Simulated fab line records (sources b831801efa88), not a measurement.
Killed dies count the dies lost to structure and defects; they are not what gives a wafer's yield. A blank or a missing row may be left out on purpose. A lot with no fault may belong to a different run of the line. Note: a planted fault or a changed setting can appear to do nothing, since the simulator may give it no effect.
Which of the tools did it? | flow gf180mcu | 18 wafers sampled from 6 lots at 1 step of a route of 602

WHAT EACH GAUGE READ, for each wafer
GF_HV_LDD_TW_MEAS_23.
lot  | measured     | on            | HV_LDD_2_TW
L988 | day 12 06:20 | film-metro-04 | 1070 1061 1064
L991 | day 13 06:19 | film-metro-01 | 1053 1043 1053
L998 | day 15 15:00 | film-metro-01 | 1044 1039 1042
L999 | day 16 05:14 | film-metro-02 | 1031 1039 1035
L102 | day 17 00:02 | film-metro-04 | 1065 1072 1072
L104 | day 17 11:27 | film-metro-04 | 1069 1065 1063

TOOL THAT RAN EACH LOT (tool first, then ch and the chambers of the sampled wafers, then the start)
There is no process step in the record ahead of these readings.

THE ANSWER, worked out from the rows above alone
Rule: the usual values come from the lots themselves. The widest of any qualifying gaps counts: lots, ordered by their means at a reading, are off when they make up no more than a third of the lots, leave a main group of 4 or more, and stand apart from it by 3 or more times the standard deviation of that group's means. If all means in a main group match to the digits the tables above print for the reading, that group is not used. A lot without any number at a reading at which 4 lots or more have one is off too. The other lots that the step has rows for count as sound.
None of the lots is off at any reading shown; this tells nothing.

WHAT WAS PUT IN BY THE SIMULATOR
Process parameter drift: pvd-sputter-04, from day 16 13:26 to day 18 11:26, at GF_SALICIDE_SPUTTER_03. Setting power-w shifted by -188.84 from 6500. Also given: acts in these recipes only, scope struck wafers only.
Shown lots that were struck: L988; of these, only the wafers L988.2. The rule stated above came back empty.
